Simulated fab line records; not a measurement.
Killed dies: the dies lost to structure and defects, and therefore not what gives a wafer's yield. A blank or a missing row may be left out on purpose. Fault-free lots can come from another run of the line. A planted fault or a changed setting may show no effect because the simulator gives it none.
fab line records | flow gf180mcu
record: lots: 11 wafers: 33 lastDay: 33
route steps=602 shown V3@434 M4@461
lots with no fault: from the same line, run without faults
startH: the number of hours between the record's first day and the start of the first shown wafer of the lot | waitH: hours elapsed since this lot's preceding step | " as in the row above | L1.1+2: a row that stands for several wafers | - no value, or no start was given | * or withheld: withheld | < > ~ a bound
route shown NAME@n: names a module that has steps shown in the file, with the first one's number in the route | usual: average and standard deviation across the fault-free wafers | same: alike in all rows | chamber/n: place in a boat | sites: per-site readings | _std_site: standard deviation across them | _edge_site: inner sites' mean taken away from outer sites' mean | radiusMm: how far each site lies from the wafer's centre | mask NAME#n: copy n | behind: tool/chamber where the wafer was last shaped | hold: reason for holding the lot/hours on hold/outcome of the hold | device: transistor that didn't switch, given as n, p or np | end of line: tests of these same wafers at the route's end | a step with no rows: only its recipe | killed: at the first sort, the dies lost to defects and structure; wafer yield is something else | map: the dies of a wafer, with x for killed, . for not killed, _ for no die there
set.NAME: the setting as run; set.NAME@STEP: as run at that earlier step | model.NAME: the simulator's own value behind a step, which no gauge read
one table for each step of the route and one row for each wafer, over a sample of lots
services: from which hour (startH, from the record's first day; less than 0 if before it) a tool's chamber was out of use, for how many hours, and why
== steps ==
step: GF_V3_BOW_MEAS_05
recipe: mode: bow
usual: V3_BOW: 113/9.1
columns lot.wafer tool chamber startH waitH V3_BOW[um]
L762.3 filmMetro-01 - 493.08 0.2 122
L762.4 " - " " 111
L762.5 " - " " 111
L765.2 filmMetro-02 - 523.02 0.3 118
L765.3 " - " " 110
L765.5 " - " " 122
L766.1 filmMetro-01 - 528.50 0.1 104
L766.2 " - " " 107
L766.6 " - " " 107
L767.3 filmMetro-03 - 542.16 0.2 116
L767.5 " - " " 102
L767.6 " - " " 108
L768.3 filmMetro-01 - 550.73 0.1 123
L768.4 " - " " 114
L768.5 " - " " 119
L770.2 filmMetro-01 - 562.71 0.1 113
L770.3 " - " " 107
L770.6 " - " " 97
L771.1 filmMetro-01 - 572.93 0.2 118
L771.5 " - " " 122
L771.6 " - " " 119
L773.2 filmMetro-03 - 588.16 0.2 94
L773.4 " - " " 103
L773.5 " - " " 106
L775.2 filmMetro-03 - 603.72 0.2 110
L775.3 " - " " 113
L775.5 " - " " 108
L780.3 filmMetro-02 - 637.82 0.1 85
L780.4 " - " " 100
L780.6 " - " " 101
L782.2 filmMetro-02 - 649.70 0.3 124
L782.5 " - " " 122
L782.6 " - " " 121
step: GF_V3_THK_MEAS_25
recipe: thkMeasGauge: xrf reads: W_of_V3_CVD_23
usual: V3_W_THK: 351/4.7
columns lot.wafer tool chamber startH waitH V3_W_THK[nm]
L762.3 filmMetro-02 - 517.62 0.1 352
L762.4 " - " " 355
L762.5 " - " " 352
L765.2 filmMetro-02 - 546.83 0.1 349
L765.3 " - " " 350
L765.5 " - " " 350
L766.1 filmMetro-02 - 552.13 0.1 354
L766.2 " - " " 347
L766.6 " - " " 352
L767.3 filmMetro-01 - 565.45 0.1 345
L767.5 " - " " 346
L767.6 " - " " 346
L768.3 filmMetro-03 - 573.99 0.1 342
L768.4 " - " " 350
L768.5 " - " " 344
L770.2 filmMetro-02 - 586.39 0.1 350
L770.3 " - " " 354
L770.6 " - " " 352
L771.1 filmMetro-03 - 595.35 0.1 360
L771.5 " - " " 347
L771.6 " - " " 349
L773.2 filmMetro-02 - 610.79 0.1 357
L773.4 " - " " 356
L773.5 " - " " 355
L775.2 filmMetro-01 - 625.84 0.1 345
L775.3 " - " " 347
L775.5 " - " " 346
L780.3 filmMetro-02 - 658.44 0.1 355
L780.4 " - " " 356
L780.6 " - " " 354
L782.2 filmMetro-03 - 669.98 0.1 338
L782.5 " - " " 336
L782.6 " - " " 346
step: GF_M4_RS_MEAS_05
recipe: thkMeasGauge: four-point-probe reads: TiN_of_M4_SPUTTER_04+Ti_of_M4_SPUTTER_03+AlCu_of_M4_SPUTTER_02+TiN_of_M4_SPUTTER_01+Ti_of_M4_SPUTTER_00
usual: M4_ALCU_RS: 0.0697/0.00079
columns lot.wafer tool chamber startH waitH M4_ALCU_RS[ohm/sq]
L762.3 filmMetro-02 - 518.22 0.1 0.0692
L762.4 " - " " 0.0701
L762.5 " - " " 0.0703
L765.2 filmMetro-01 - 547.42 0.0 0.0699
L765.3 " - " " 0.0701
L765.5 " - " " 0.0703
L766.1 filmMetro-02 - 552.71 0.0 0.0697
L766.2 " - " " 0.0702
L766.6 " - " " 0.0693
L767.3 filmMetro-02 - 566.06 0.1 0.0706
L767.5 " - " " 0.0691
L767.6 " - " " 0.0699
L768.3 filmMetro-02 - 574.59 0.1 0.0692
L768.4 " - " " 0.0695
L768.5 " - " " 0.0691
L770.2 filmMetro-04 - 586.98 0.0 0.0680
L770.3 " - " " 0.0691
L770.6 " - " " 0.0692
L771.1 filmMetro-04 - 595.93 0.0 0.0701
L771.5 " - " " 0.0708
L771.6 " - " " 0.0700
L773.2 filmMetro-01 - 611.38 0.0 0.0698
L773.4 " - " " 0.0697
L773.5 " - " " 0.0692
L775.2 filmMetro-04 - 626.43 0.0 0.0698
L775.3 " - " " 0.0692
L775.5 " - " " 0.0694
L780.3 filmMetro-01 - 659.04 0.1 0.0704
L780.4 " - " " 0.0711
L780.6 " - " " 0.0707
L782.2 filmMetro-02 - 670.57 0.0 0.0698
L782.5 " - " " 0.0700
L782.6 " - " " 0.0694
step: GF_M4_METAL_ETCH_16
recipe: chemistry: Cl2/BCl3 maskMaterial: KrF targetDepthNm: 627.5 stopOn: SiO2 pressureMtorr: 8 icpW: 800 biasW: 140 Cl2_flow_sccm: 80 bcl3FlowSccm: 40 timeS: 104.6
usual: chamberPressureMTorr: 7.999/0.0074 drypumpMotorCurrentA: 6.04/0.1 mfcCl2Sccm: 80.01/0.24 oesProductAu: 0.971/0.0067 rfFwdPowerW: 795.3/2.9 throttleValvePct: 28.252/0.0099
columns lot.wafer tool chamber startH waitH chamberPressureMTorr drypumpMotorCurrentA mfcCl2Sccm oesProductAu rfFwdPowerW rfHoursCounterH throttleValvePct
L762.3 rieMetal-02 0 541.62 0.1 7.995 6.07 80.48 0.971 798.8 - 28.255
L762.4 " 1 " " 7.997 5.95 80.25 0.963 796.5 - 28.242
L762.5 " 1 " " 7.998 5.93 80.36 0.969 795.9 - 28.263
L765.2 rieMetal-04 1 569.31 0.0 7.996 5.92 79.64 0.969 797.1 11 28.252
L765.3 " 0 " " 8.006 6.16 79.91 0.963 790.8 - 28.258
L765.5 " 0 " " 7.987 6.15 80.12 0.967 793.4 - 28.264
L766.1 rieMetal-03 0 575.00 0.0 8.004 5.97 80.21 0.971 801.6 3 28.243
L766.2 " 1 " " 8.006 6.15 79.92 0.965 793.3 10 28.244
L766.6 " 0 " " 7.995 5.96 79.87 0.973 797.8 - 28.250
L767.3 rieMetal-02 0 588.02 0.1 8.014 6.07 79.98 0.963 798.5 - 28.265
L767.5 " 0 " " 7.984 6.07 79.94 0.972 795.6 - 28.249
L767.6 " 1 " " 7.986 5.91 79.74 0.973 802.1 - 28.263
L768.3 rieMetal-04 0 595.99 0.1 7.998 6.15 79.63 0.967 790.0 - 28.242
L768.4 " 1 " " 7.992 5.93 79.65 0.976 794.0 - 28.253
L768.5 " 1 " " 8.018 5.92 79.93 0.968 795.2 - 28.252
L770.2 rieMetal-03 0 607.53 0.0 8.004 5.96 79.95 0.983 790.7 4 28.246
L770.3 " 0 " " 7.977 5.96 80.13 0.980 797.2 - 28.256
L770.6 " 0 " " 8.014 5.95 80.21 0.975 794.4 - 28.229
L771.1 rieMetal-03 0 616.35 0.0 7.996 6.00 79.97 0.967 797.9 4 28.256
L771.5 " 0 " " 8.002 5.98 79.66 0.964 801.0 - 28.262
L771.6 " 1 " " 8.002 6.20 79.69 0.961 795.7 - 28.254
L773.2 rieMetal-04 0 631.58 0.0 7.992 6.17 80.04 0.974 791.1 3 28.243
L773.4 " 0 " " 8.006 6.15 80.02 0.972 792.1 - 28.262
L773.5 " 1 " " 7.997 5.93 80.19 0.971 796.1 - 28.256
L775.2 rieMetal-03 0 647.02 0.0 7.998 5.96 80.12 0.971 790.9 5 28.272
L775.3 " 1 " " 7.989 6.15 79.79 0.975 792.9 - 28.258
L775.5 " 1 " " 7.995 6.20 80.05 0.971 792.8 - 28.255
L780.3 rieMetal-04 0 678.24 0.1 8.009 6.15 79.79 0.968 921.1 - 28.251
L780.4 " 1 " " 7.998 5.92 79.67 0.964 923.8 - 28.247
L780.6 " 0 " " 7.999 6.15 79.98 0.964 919.2 - 28.252
L782.2 rieMetal-04 0 689.05 0.0 7.987 6.16 79.88 0.972 919.6 5 28.239
L782.5 " 1 " " 7.996 5.95 79.82 0.969 923.6 - 28.247
L782.6 " 0 " " 7.990 6.16 79.98 0.974 919.3 - 28.253
step: GF_M4_STRIP_17
recipe: chemistry: O2/N2 powerW: 1400 pressureMtorr: 1500 platenTempC: 250 o2FlowSccm: 3000 n2FlowSccm: 300 overashFraction: 0.5
usual: chamberPressureMTorr: 1499.9/1.3 drypumpMotorCurrentA: 5.6/0.57 heaterPowerW: 355/46 oesProductAu: 0.556/0.0047 stripTimeToEndpointS: 7.85/0.045
columns lot.wafer tool chamber startH waitH chamberPressureMTorr drypumpMotorCurrentA heaterPowerW oesProductAu rfHoursCounterH stripTimeToEndpointS
L762.3 plasmaAsher-04 1 541.73 0.1 1499.8 5.2 434 0.556 - 7.88
L762.4 " 0 " " 1499.7 5.0 301 0.557 - 7.84
L762.5 " 1 " " 1499.2 5.2 446 0.549 - 7.80
L765.2 plasmaAsher-01 0 569.42 0.1 1500.7 6.7 426 0.557 92 7.84
L765.3 " 0 " " 1501.1 6.6 417 0.547 - 7.86
L765.5 " 0 " " 1500.6 6.7 418 0.551 - 7.83
L766.1 plasmaAsher-01 0 575.11 0.1 1500.5 6.7 423 0.556 93 7.88
L766.2 " 1 " " 1498.4 6.0 322 0.553 93 7.86
L766.6 " 1 " " 1500.1 6.0 320 0.560 - 7.91
L767.3 plasmaAsher-03 0 588.13 0.1 1496.1 5.4 344 0.569 - 7.96
L767.5 " 1 " " 1499.4 5.1 325 0.558 - 7.93
L767.6 " 0 " " 1501.4 5.4 353 0.559 - 7.82
L768.3 plasmaAsher-03 1 596.10 0.1 1499.8 5.1 320 0.558 - 7.91
L768.4 " 0 " " 1498.5 5.4 348 0.558 - 7.84
L768.5 " 1 " " 1498.3 5.1 327 0.563 - 7.90
L770.2 plasmaAsher-03 1 607.64 0.1 1500.9 5.1 328 0.558 50 7.91
L770.3 " 0 " " 1499.9 5.4 343 0.556 - 7.90
L770.6 " 0 " " 1498.1 5.4 348 0.558 - 7.88
L771.1 plasmaAsher-01 0 616.46 0.1 1501.2 6.6 417 0.553 98 7.84
L771.5 " 1 " " 1500.5 6.0 327 0.554 - 7.78
L771.6 " 0 " " 1498.5 6.6 408 0.551 - 7.82
L773.2 plasmaAsher-01 1 631.69 0.1 1498.7 6.0 321 0.561 99 7.94
L773.4 " 0 " " 1501.1 6.6 413 0.563 - 7.90
L773.5 " 1 " " 1500.3 6.0 323 0.553 - 7.89
L775.2 plasmaAsher-01 1 647.14 0.1 1500.8 6.0 321 0.560 101 7.91
L775.3 " 1 " " 1500.1 6.0 325 0.557 - 7.82
L775.5 " 0 " " 1498.6 6.7 417 0.559 - 7.79
L780.3 plasmaAsher-04 1 678.34 0.1 1500.9 5.2 431 0.547 - 7.54
L780.4 " 0 " " 1499.4 5.0 294 0.542 - 7.49
L780.6 " 0 " " 1499.4 5.0 293 0.546 - 7.50
L782.2 plasmaAsher-01 0 689.16 0.1 1500.4 6.7 414 0.545 106 7.46
L782.5 " 0 " " 1498.9 6.7 412 0.544 - 7.44
L782.6 " 1 " " 1502.1 6.0 317 0.535 - 7.44
== services ==
columns tool chamber startH hours kind
rieMetal-04 0 531.13 - clean
rieMetal-04 0 531.13 11.2 scheduledDown
rieMetal-04 0 531.13 11.2 ventCycle
rieMetal-03 1 535.55 4.1 repair
rieMetal-02 0 542.60 - clean
rieMetal-02 0 542.60 16.2 scheduledDown
rieMetal-02 0 542.60 16.2 ventCycle
plasmaAsher-04 - 624.15 0.4 repair
plasmaAsher-04 - 627.44 5.7 repair
plasmaAsher-04 - 627.62 13.6 repair
rieMetal-03 - 637.30 1.4 pm
rieMetal-03 - 638.77 0.6 repair
== key ==
firstSign: step: GF_M4_METAL_ETCH_16 reading: rfFwdPowerW direction: up sigmas: 43 usual: 795.3 struck: 921.1
effect: step: GF_M4_STRIP_17 reading: stripTimeToEndpointS direction: down sigmas: 8.2 usual: * struck: *
metAt GF_M4_METAL_ETCH_16
struckLots L780,L782
notActingAt GF_V3_BOW_MEAS_05,GF_V3_THK_MEAS_25,GF_M4_RS_MEAS_05
onsetBetween 631.58 678.24
fault: kind: processParameterDrift tool: rieMetal-04 chamber: - onsetH: 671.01 steps: GF_M4_METAL_ETCH_16 channel: icpW offset: 128 shape: step endH: 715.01 actsIn: theseRecipesOnly stated: 800
